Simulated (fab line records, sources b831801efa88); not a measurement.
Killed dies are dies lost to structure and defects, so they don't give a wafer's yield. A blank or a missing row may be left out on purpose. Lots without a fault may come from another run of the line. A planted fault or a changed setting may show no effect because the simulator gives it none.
Which tool did it? | flow gf180mcu | 14 lots, 42 wafers sampled, at 2 steps of a route of 602

WHAT THE GAUGES READ, wafer by wafer
GF_M2_OVL_MEAS_15.
lot  | measured     | on         | M2_OVL (nm)
L458 | day 19 20:22 | overlay-01 | 7 9 6
L460 | day 20 04:03 | overlay-02 | 6 -6 -9
L461 | day 20 11:29 | overlay-01 | 11 11 10
L462 | day 20 17:20 | overlay-01 | -5 -5 1
L463 | day 21 14:38 | overlay-02 | 1 5 1
L472 | day 24 09:13 | overlay-01 | -3 0 -4
L473 | day 25 10:44 | overlay-01 | -7 -1 -6
L475 | day 25 19:19 | overlay-01 | -1 2 -6
L476 | day 25 21:09 | overlay-02 | 2 3 0
L477 | day 26 03:56 | overlay-02 | -4 -6 -3
L478 | day 26 12:32 | overlay-01 | -11 -6 -5
L479 | day 26 17:28 | overlay-01 | 1 3 3
L480 | day 26 20:21 | overlay-01 | 11 10 4
L481 | day 27 04:29 | overlay-01 | -1 1 -3

WHICH TOOL RAN EACH LOT (tool, then ch and the chambers of the sampled wafers, then the start)
lot  | GF_POLY_GATE_ETCH_13
L458 | rie_si-02 ch 0,2,3, day 9 12:52
L460 | rie_si-02 ch 0,2,3, day 9 19:52
L461 | rie_si-02 ch 1,2,3, day 10 01:53
L462 | rie_si-02 ch 0,1,3, day 10 07:19
L463 | rie_si-02 ch 1,2, day 10 21:52
L472 | rie_si-02 ch 0,3, day 13 10:01
L473 | rie_si-02 ch 1,3, day 14 06:41
L475 | rie_si-01 ch 0,2, day 14 16:35
L476 | rie_si-02 ch 0,2, day 14 17:31
L477 | rie_si-01 ch 1,2,3, day 15 01:20
L478 | rie_si-02 ch 0,1, day 15 10:35
L479 | rie_si-01 ch 2,3, day 15 13:05
L480 | rie_si-01 ch 0,1,2, day 15 18:38
L481 | rie_si-01 ch 0,1,3, day 16 05:15
- GF_POLY_GATE_ETCH_13: etches poly-Si in HBr/Cl2, stops on SiO2, target depth 198.5 nm, time 69.6 s.

WHAT THE TOOLS THEMSELVES READ (means of the sampled wafers that have a number; where no wafer has one, the mark that the record gives instead)
GF_POLY_GATE_ETCH_13.
lot  | tool      | drypump_motor_current_A (A) | oes_product_au (a.u.) | run_length_s (s) | throttle_valve_pct (%)
L458 | rie_si-02 | 5.8                         | 0.990                 | 97.6             | 33.678
L460 | rie_si-02 | 5.8                         | 0.991                 | 97.6             | 33.692
L461 | rie_si-02 | 5.5                         | 0.999                 | 98.0             | 33.681
L462 | rie_si-02 | 5.8                         | 1.008                 | 90.6             | 33.673
L463 | rie_si-02 | 5.4                         | 1.008                 | 90.5             | 33.681
L472 | rie_si-02 | 5.8                         | 0.997                 | 97.8             | 33.682
L473 | rie_si-02 | 5.6                         | 0.987                 | 98.1             | 33.689
L475 | rie_si-01 | 5.3                         | 0.987                 | 98.0             | 33.678
L476 | rie_si-02 | 6.0                         | 0.987                 | 97.5             | 33.684
L477 | rie_si-01 | 5.3                         | 0.989                 | 98.0             | 33.684
L478 | rie_si-02 | 6.1                         | 0.989                 | 97.5             | 33.684
L479 | rie_si-01 | 5.2                         | 0.979                 | 98.1             | 33.689
L480 | rie_si-01 | 5.3                         | 0.990                 | 97.8             | 33.681
L481 | rie_si-01 | 5.3                         | 0.983                 | 97.6             | 33.690

THE ANSWER, worked out from the rows above alone
Rule: what is usual is taken from the lots themselves. Put in order of their means at a reading, lots are off if they are a third of the lots or fewer, leave a main group of 4 or more, and stand apart from it by a gap of 3 or more times the standard deviation of the main group's means; of several such gaps the widest counts. A main group whose means are all the same, to the digits that the tables above print for the reading, isn't used. A lot without any number at a reading at which 4 lots or more have one is off too. The other lots that the step has rows for count as sound. The gauges are gone through in route order, then the tools' own readings, and for those a lot's mean is taken as printed above. The first step at which some lot is off is used, and at that step the reading that is off furthest; a lot without a number counts as furthest.
Off: L462, L463, at GF_POLY_GATE_ETCH_13 (run_length_s). The main group: mean 97.8 s, standard deviation 0.22.
A tool fits if, at that step or a process step before it, it ran every lot that is off, and no sound lot after the first of them. None of those tried fits.

WHAT THE SIMULATOR HAD PUT IN
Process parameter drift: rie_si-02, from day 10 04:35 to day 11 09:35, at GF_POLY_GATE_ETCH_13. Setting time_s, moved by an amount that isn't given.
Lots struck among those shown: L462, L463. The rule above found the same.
